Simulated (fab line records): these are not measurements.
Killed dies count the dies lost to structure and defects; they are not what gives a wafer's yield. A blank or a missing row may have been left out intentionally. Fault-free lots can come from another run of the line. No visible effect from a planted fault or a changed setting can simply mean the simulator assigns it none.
Chamber matching || flow gf180mcu || pecvd-03 running GF_V4_CVD_02: 3 sister chambers
The step deposits SiO2 from TEOS, target thk 850 nm, time 94.851 s. 20 wafers are shown with their chamber, then 10 later ones without.

WAFERS PAIRED WITH THEIR CHAMBERS
{"wafer": "L074.1", "chamber": 1, "heaterPowerOuterW (W)": 357, "heaterPowerW (W)": 654}
{"wafer": "L074.3", "chamber": 2, "heaterPowerOuterW (W)": 496, "heaterPowerW (W)": 809}
{"wafer": "L074.4", "chamber": 2, "heaterPowerOuterW (W)": 394, "heaterPowerW (W)": 673}
{"wafer": "L078.1", "chamber": 1, "heaterPowerOuterW (W)": 312, "heaterPowerW (W)": 611}
{"wafer": "L078.4", "chamber": 1, "heaterPowerOuterW (W)": 336, "heaterPowerW (W)": 631}
{"wafer": "L078.5", "chamber": 2, "heaterPowerOuterW (W)": 402, "heaterPowerW (W)": 672}
{"wafer": "L080.1", "chamber": 0, "heaterPowerOuterW (W)": 315, "heaterPowerW (W)": 570}
{"wafer": "L080.4", "chamber": 1, "heaterPowerOuterW (W)": 365, "heaterPowerW (W)": 679}
{"wafer": "L080.5", "chamber": 0, "heaterPowerOuterW (W)": 350, "heaterPowerW (W)": 621}
{"wafer": "L082.4", "chamber": 0, "heaterPowerOuterW (W)": 288, "heaterPowerW (W)": 531}
{"wafer": "L082.5", "chamber": 1, "heaterPowerOuterW (W)": 260, "heaterPowerW (W)": 536}
{"wafer": "L082.6", "chamber": 2, "heaterPowerOuterW (W)": 399, "heaterPowerW (W)": 685}
{"wafer": "L084.2", "chamber": 2, "heaterPowerOuterW (W)": 524, "heaterPowerW (W)": 858}
{"wafer": "L084.4", "chamber": 1, "heaterPowerOuterW (W)": 351, "heaterPowerW (W)": 659}
{"wafer": "L084.6", "chamber": 0, "heaterPowerOuterW (W)": 281, "heaterPowerW (W)": 529}
{"wafer": "L085.2", "chamber": 2, "heaterPowerOuterW (W)": 449, "heaterPowerW (W)": 757}
{"wafer": "L085.4", "chamber": 1, "heaterPowerOuterW (W)": 352, "heaterPowerW (W)": 652}
{"wafer": "L085.6", "chamber": 2, "heaterPowerOuterW (W)": 483, "heaterPowerW (W)": 793}
{"wafer": "L091.1", "chamber": 0, "heaterPowerOuterW (W)": 368, "heaterPowerW (W)": 641}
{"wafer": "L091.2", "chamber": 2, "heaterPowerOuterW (W)": 482, "heaterPowerW (W)": 790}

SIGNATURES (means of the wafers above)
{"reading": "heaterPowerOuterW", "chamber 0": 320.40, "chamber 1": 333.29, "chamber 2": 453.62, "scatter within a chamber": 43}
{"reading": "heaterPowerW", "chamber 0": 578.40, "chamber 1": 631.71, "chamber 2": 754.62, "scatter within a chamber": 58.8}
Rule: distance of a wafer from a chamber = root of the sum over the readings of ((wafer's reading minus chamber's mean) / reading's scatter) squared. The wafer belongs to the nearest chamber; if the next one is less than 2 further off, it can't be placed. The scatter is the square root of a quotient: the sum, over the shown wafers, of each reading's squared deviation from its chamber's mean, divided by wafers minus chambers.

WAFERS WITHOUT THEIR CHAMBER
{"wafer": "L091.3", "heaterPowerOuterW (W)": 322, "heaterPowerW (W)": 633}
{"wafer": "L094.1", "heaterPowerOuterW (W)": 320, "heaterPowerW (W)": 580}
{"wafer": "L094.2", "heaterPowerOuterW (W)": 455, "heaterPowerW (W)": 746}
{"wafer": "L094.6", "heaterPowerOuterW (W)": 256, "heaterPowerW (W)": 530}
{"wafer": "L096.1", "heaterPowerOuterW (W)": 442, "heaterPowerW (W)": 733}
{"wafer": "L096.4", "heaterPowerOuterW (W)": 270, "heaterPowerW (W)": 522}
{"wafer": "L096.5", "heaterPowerOuterW (W)": 365, "heaterPowerW (W)": 666}
{"wafer": "L097.1", "heaterPowerOuterW (W)": 334, "heaterPowerW (W)": 613}
{"wafer": "L097.2", "heaterPowerOuterW (W)": 328, "heaterPowerW (W)": 630}
{"wafer": "L097.5", "heaterPowerOuterW (W)": 353, "heaterPowerW (W)": 627}

EACH ONE'S CHAMBER
{"wafer": "L091.3", "from the rows above": "can't be placed: 1 or 0", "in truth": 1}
{"wafer": "L094.1", "from the rows above": "can't be placed: 0 or 1", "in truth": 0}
{"wafer": "L094.2", "from the rows above": 2, "in truth": 2}
{"wafer": "L094.6", "from the rows above": "can't be placed: 0 or 1", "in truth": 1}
{"wafer": "L096.1", "from the rows above": 2, "in truth": 2}
{"wafer": "L096.4", "from the rows above": "can't be placed: 0 or 1", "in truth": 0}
{"wafer": "L096.5", "from the rows above": "can't be placed: 1 or 0 or 2", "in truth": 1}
{"wafer": "L097.1", "from the rows above": "can't be placed: 1 or 0", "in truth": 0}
{"wafer": "L097.2", "from the rows above": "can't be placed: 1 or 0", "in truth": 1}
{"wafer": "L097.5", "from the rows above": "can't be placed: 1 or 0", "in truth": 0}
Placed correctly: 2 of 10. Not placeable from these rows: 8 (in 8, the candidates include the true chamber). 0 placed wrongly.
